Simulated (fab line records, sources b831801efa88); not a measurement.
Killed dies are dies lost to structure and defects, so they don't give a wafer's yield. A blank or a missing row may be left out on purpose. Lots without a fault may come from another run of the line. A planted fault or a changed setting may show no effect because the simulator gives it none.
Which tool did it? | flow sky130 | 14 lots, 42 wafers sampled, at 4 steps of a route of 708

WHAT THE GAUGES READ, wafer by wafer
The record holds no reading of a measuring or inspecting step that can be judged against a usual standard deviation.

WHICH TOOL RAN EACH LOT (tool, then ch and the chambers of the sampled wafers, then the start)
lot  | SKY_SD_N_CLEAN_13               | SKY_LI_CONTACT_SPUTTER_20    | SKY_METAL2_SPUTTER_00        | SKY_METAL2_SPUTTER_04
L780 | wet_bench-03 ch 0, day 28 14:58 | pvd_sputter-01, day 29 21:05 | pvd_sputter-02, day 34 16:01 | pvd_sputter-02, day 34 16:06
L781 | wet_bench-01 ch 3, day 28 15:16 | pvd_sputter-04, day 29 21:26 | pvd_sputter-02, day 34 18:18 | pvd_sputter-02, day 34 18:23
L782 | wet_bench-03 ch 2, day 28 15:34 | pvd_sputter-03, day 29 21:29 | pvd_sputter-04, day 34 18:38 | pvd_sputter-04, day 34 18:44
L783 | wet_bench-03 ch 1, day 28 19:21 | pvd_sputter-03, day 30 01:11 | pvd_sputter-03, day 34 21:02 | pvd_sputter-03, day 34 21:08
L784 | wet_bench-03 ch 1, day 29 09:05 | pvd_sputter-04, day 30 14:26 | pvd_sputter-04, day 35 08:12 | pvd_sputter-04, day 35 08:17
L790 | wet_bench-01 ch 0, day 31 09:26 | pvd_sputter-01, day 32 14:59 | pvd_sputter-02, day 37 06:31 | pvd_sputter-02, day 37 06:36
L791 | wet_bench-01 ch 2, day 31 16:38 | pvd_sputter-01, day 32 21:58 | pvd_sputter-04, day 37 11:44 | pvd_sputter-04, day 37 11:50
L794 | wet_bench-04 ch 3, day 32 14:43 | pvd_sputter-03, day 33 19:38 | pvd_sputter-04, day 38 09:01 | pvd_sputter-04, day 38 09:06
L796 | wet_bench-04 ch 3, day 33 07:49 | pvd_sputter-01, day 34 11:54 | pvd_sputter-03, day 39 00:55 | pvd_sputter-03, day 39 01:00
L798 | wet_bench-03 ch 2, day 34 02:46 | pvd_sputter-03, day 35 06:23 | pvd_sputter-03, day 39 18:10 | pvd_sputter-03, day 39 18:15
L799 | wet_bench-04 ch 1, day 34 13:00 | pvd_sputter-03, day 35 15:47 | pvd_sputter-02, day 40 04:38 | pvd_sputter-02, day 40 04:44
L801 | wet_bench-04 ch 3, day 35 11:16 | pvd_sputter-03, day 36 15:19 | pvd_sputter-02, day 41 01:10 | pvd_sputter-02, day 41 01:16
L802 | wet_bench-01 ch 2, day 35 12:36 | pvd_sputter-03, day 36 16:49 | pvd_sputter-04, day 41 03:17 | pvd_sputter-04, day 41 03:23
L803 | wet_bench-01 ch 2, day 36 04:48 | pvd_sputter-04, day 37 08:28 | pvd_sputter-03, day 41 18:24 | pvd_sputter-03, day 41 18:29
- SKY_SD_N_CLEAN_13: cleans in SC1/SC2, time 150 s.
- SKY_LI_CONTACT_SPUTTER_20: material TiN, target thk 20 nm, time 80 s.
- SKY_METAL2_SPUTTER_00: material Ti, target thk 15 nm, time 10 s.
- SKY_METAL2_SPUTTER_04: material TiN, target thk 70 nm, time 58.3 s.

WHAT THE TOOLS THEMSELVES READ (means of the sampled wafers that have a number; where no wafer has one, the mark that the record gives instead)
SKY_SD_N_CLEAN_13.
lot  | tool         | run_length_s (s)
L780 | wet_bench-03 | 178
L781 | wet_bench-01 | 176
L782 | wet_bench-03 | 175
L783 | wet_bench-03 | 182
L784 | wet_bench-03 | 174
L790 | wet_bench-01 | 98
L791 | wet_bench-01 | 98
L794 | wet_bench-04 | 176
L796 | wet_bench-04 | 183
L798 | wet_bench-03 | 183
L799 | wet_bench-04 | 177
L801 | wet_bench-04 | 176
L802 | wet_bench-01 | 174
L803 | wet_bench-01 | 175

SKY_LI_CONTACT_SPUTTER_20.
lot  | tool           | throttle_valve_pct (%)
L780 | pvd_sputter-01 | 29.7
L781 | pvd_sputter-04 | 29.6
L782 | pvd_sputter-03 | 29.6
L783 | pvd_sputter-03 | 29.3
L784 | pvd_sputter-04 | 30.3
L790 | pvd_sputter-01 | 29.6
L791 | pvd_sputter-01 | 29.6
L794 | pvd_sputter-03 | 29.2
L796 | pvd_sputter-01 | 29.6
L798 | pvd_sputter-03 | 30.0
L799 | pvd_sputter-03 | 29.7
L801 | pvd_sputter-03 | 30.1
L802 | pvd_sputter-03 | 28.5
L803 | pvd_sputter-04 | 30.0

SKY_METAL2_SPUTTER_00.
lot  | tool           | throttle_valve_pct (%)
L780 | pvd_sputter-02 | 29.2
L781 | pvd_sputter-02 | 29.7
L782 | pvd_sputter-04 | 30.2
L783 | pvd_sputter-03 | 29.8
L784 | pvd_sputter-04 | 29.7
L790 | pvd_sputter-02 | 29.2
L791 | pvd_sputter-04 | 30.0
L794 | pvd_sputter-04 | 29.4
L796 | pvd_sputter-03 | 29.4
L798 | pvd_sputter-03 | 28.9
L799 | pvd_sputter-02 | 28.7
L801 | pvd_sputter-02 | 29.2
L802 | pvd_sputter-04 | 29.3
L803 | pvd_sputter-03 | 29.7

SKY_METAL2_SPUTTER_04.
lot  | tool           | throttle_valve_pct (%)
L780 | pvd_sputter-02 | 29.3
L781 | pvd_sputter-02 | 29.5
L782 | pvd_sputter-04 | 30.0
L783 | pvd_sputter-03 | 29.7
L784 | pvd_sputter-04 | 29.8
L790 | pvd_sputter-02 | 29.1
L791 | pvd_sputter-04 | 30.1
L794 | pvd_sputter-04 | 29.3
L796 | pvd_sputter-03 | 29.2
L798 | pvd_sputter-03 | 28.9
L799 | pvd_sputter-02 | 28.7
L801 | pvd_sputter-02 | 29.2
L802 | pvd_sputter-04 | 29.3
L803 | pvd_sputter-03 | 29.7

THE ANSWER, worked out from the rows above alone
Rule: what is usual is taken from the lots themselves. Put in order of their means at a reading, lots are off if they are a third of the lots or fewer, leave a main group of 4 or more, and stand apart from it by a gap of 3 or more times the standard deviation of the main group's means; of several such gaps the widest counts. A main group whose means are all the same, to the digits that the tables above print for the reading, isn't used. A lot without any number at a reading at which 4 lots or more have one is off too. The other lots that the step has rows for count as sound. The gauges are gone through in route order, then the tools' own readings, and for those a lot's mean is taken as printed above. The first step at which some lot is off is used, and at that step the reading that is off furthest; a lot without a number counts as furthest.
Off: L790, L791, at SKY_SD_N_CLEAN_13 (run_length_s). The main group: mean 177 s, standard deviation 3.2.
A tool fits if, at that step or a process step before it, it ran every lot that is off, and no sound lot after the first of them. None of those tried fits.

WHAT THE SIMULATOR HAD PUT IN
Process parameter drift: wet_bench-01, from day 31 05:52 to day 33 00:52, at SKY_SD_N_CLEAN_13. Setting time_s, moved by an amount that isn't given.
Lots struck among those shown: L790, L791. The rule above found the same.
